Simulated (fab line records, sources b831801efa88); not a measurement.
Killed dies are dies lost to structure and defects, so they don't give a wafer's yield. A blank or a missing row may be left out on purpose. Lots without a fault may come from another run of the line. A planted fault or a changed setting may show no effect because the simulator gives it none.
Which tool did it? | flow sky130 | 13 lots, 39 wafers sampled, at 4 steps of a route of 708

WHAT THE GAUGES READ, wafer by wafer
SKY_FIELD_ISO_THK_MEAS_23. Usual: FIELD_ISO_OXIDATION_01_THK 10.16 nm, standard deviation 0.17.
lot  | measured    | on            | FIELD_ISO_OXIDATION_01_THK (nm) | flag
L934 | day 2 12:19 | film_metro-01 | 9.99 10.16 10.02                |
L936 | day 2 22:09 | film_metro-04 | 10.00 10.16 10.19               |
L938 | day 3 10:12 | film_metro-03 | 10.09 10.21 10.14               |
L940 | day 3 19:20 | film_metro-04 | 10.14 10.24 10.02               |
L942 | day 4 05:16 | film_metro-03 | 9.93 9.86 9.76                  |
L943 | day 4 12:25 | film_metro-04 | 10.35 10.12 10.19               |
L944 | day 4 15:31 | film_metro-04 | 10.04 10.03 10.05               |
L945 | day 4 22:13 | film_metro-01 | 10.09 10.08 10.08               |
L946 | day 5 02:06 | film_metro-03 | 10.40 10.41 10.34               |
L951 | day 6 07:26 | film_metro-01 | 10.28 10.24 10.33               |
L954 | day 6 22:49 | film_metro-03 | 10.24 10.15 10.12               |
L955 | day 7 01:12 | film_metro-01 | 10.29 10.24 10.15               |
L956 | day 7 09:01 | film_metro-04 | 10.21 10.29 10.22               |

SKY_VT_ADJUST_NCORE_TW_MEAS_11. Usual: VT_ADJUST_NCORE_TW 220.6, standard deviation 1.4.
lot  | measured     | on            | VT_ADJUST_NCORE_TW                  | flag
L934 | day 8 22:14  | film_metro-03 | 219.4 218.5 217.7                   |
L936 | day 9 08:38  | film_metro-04 | 219.5 219.5 219.6                   |
L938 | day 10 00:49 | film_metro-04 | 222.0 222.1 221.9                   |
L940 | day 10 13:01 | film_metro-01 | 222.9 222.1 220.9                   |
L942 | day 11 04:53 | film_metro-03 | 218.1 219.1 218.7                   |
L943 | day 11 12:59 | film_metro-04 | 220.6 222.1 222.0                   |
L944 | day 11 18:22 | film_metro-01 | 222.2 221.7 222.1                   |
L945 | day 12 03:41 | film_metro-03 | 219.0 219.6 218.3                   |
L946 | day 12 09:07 | film_metro-04 | 270.8 271.1 270.7 272.3 270.6 270.3 | OFF
L951 | day 14 05:12 | film_metro-04 | 270.7 270.2 271.6 269.9 269.7 269.4 | OFF
L954 | day 14 23:52 | film_metro-04 | 269.7 270.0 271.1 268.6 269.4 270.2 | OFF
L955 | day 15 01:45 | film_metro-04 | 219.4 221.0 220.5                   |
L956 | day 15 09:43 | film_metro-01 | 220.4 221.3 221.9                   |

SKY_CONTACT_OVL_MEAS_15. Usual: CONTACT_OVL 3 nm, standard deviation 5.7.
lot  | measured     | on         | CONTACT_OVL (nm) | flag
L934 | day 31 20:31 | overlay-02 | 0 -4 -3          |
L936 | day 32 20:35 | overlay-01 | 0 3 -2           |
L938 | day 33 05:59 | overlay-01 | 1 9 5            |
L940 | day 33 22:06 | overlay-01 | 4 10 3           |
L942 | day 34 12:42 | overlay-01 | 6 10 11          |
L943 | day 35 10:10 | overlay-02 | 11 8 11          |
L944 | day 35 10:32 | overlay-01 | 1 1 7            |
L945 | day 35 18:28 | overlay-01 | 6 10 5           |
L946 | day 35 21:28 | overlay-01 | 4 7 7            |
L951 | day 38 02:48 | overlay-02 | 10 3 -1          |
L954 | day 38 12:42 | overlay-02 | 2 5 7            |
L955 | day 38 14:13 | overlay-02 | 0 -5 -3          |
L956 | day 38 23:46 | overlay-02 | 11 12 13         |

WHICH TOOL RAN EACH LOT (tool, then ch and the chambers of the sampled wafers, then the start)
lot  | SKY_VT_ADJUST_NCORE_IMPLANT_09
L934 | implanter-04 ch 0, day 8 21:59
L936 | implanter-04 ch 0, day 9 08:23
L938 | implanter-02 ch 0, day 10 00:34
L940 | implanter-02 ch 0, day 10 12:46
L942 | implanter-02 ch 0, day 11 04:39
L943 | implanter-04 ch 0, day 11 12:45
L944 | implanter-02 ch 0, day 11 18:08
L945 | implanter-02 ch 0, day 12 03:26
L946 | implanter-04 ch 0, day 12 08:28
L951 | implanter-03 ch 0, day 14 04:39
L954 | implanter-04 ch 0, day 14 23:19
L955 | implanter-03 ch 0, day 15 01:31
L956 | implanter-03 ch 0, day 15 09:28
- SKY_VT_ADJUST_NCORE_IMPLANT_09

WHAT THE TOOLS THEMSELVES READ (means of the sampled wafers that have a number; where no wafer has one, the mark that the record gives instead)
SKY_VT_ADJUST_NCORE_IMPLANT_09. Usual: beam_on_s 9.97 s, standard deviation 0.21.
lot  | tool         | beam_on_s (s) | flag
L934 | implanter-04 | 9.89          |
L936 | implanter-04 | 10.15         |
L938 | implanter-02 | 10.07         |
L940 | implanter-02 | 10.01         |
L942 | implanter-02 | 9.97          |
L943 | implanter-04 | 10.10         |
L944 | implanter-02 | 9.97          |
L945 | implanter-02 | 9.94          |
L946 | implanter-04 | 9.95          |
L951 | implanter-03 | 10.04         |
L954 | implanter-04 | 10.02         |
L955 | implanter-03 | 9.64          |
L956 | implanter-03 | 10.01         |

THE ANSWER, worked out from the rows above alone
Rule: a lot is off if the mean of its wafers that have a number lies more than 3 standard deviations from the usual mean. A lot without any number at a reading at which 4 lots or more have one is off too. The other lots that the step has rows for count as sound. The gauges are gone through in route order, then the tools' own readings, and for those a lot's mean is taken as printed above. The first step at which some lot is off is used, and at that step the reading that is off furthest; a lot without a number counts as furthest.
Off: L946, L951, L954, at SKY_VT_ADJUST_NCORE_TW_MEAS_11 (VT_ADJUST_NCORE_TW).
A tool fits if, at a process step before that reading, it ran every lot that is off, and no sound lot after the first of them. The gauges at SKY_VT_ADJUST_NCORE_TW_MEAS_11 are tried like those tools. None of those tried fits.

WHAT THE SIMULATOR HAD PUT IN
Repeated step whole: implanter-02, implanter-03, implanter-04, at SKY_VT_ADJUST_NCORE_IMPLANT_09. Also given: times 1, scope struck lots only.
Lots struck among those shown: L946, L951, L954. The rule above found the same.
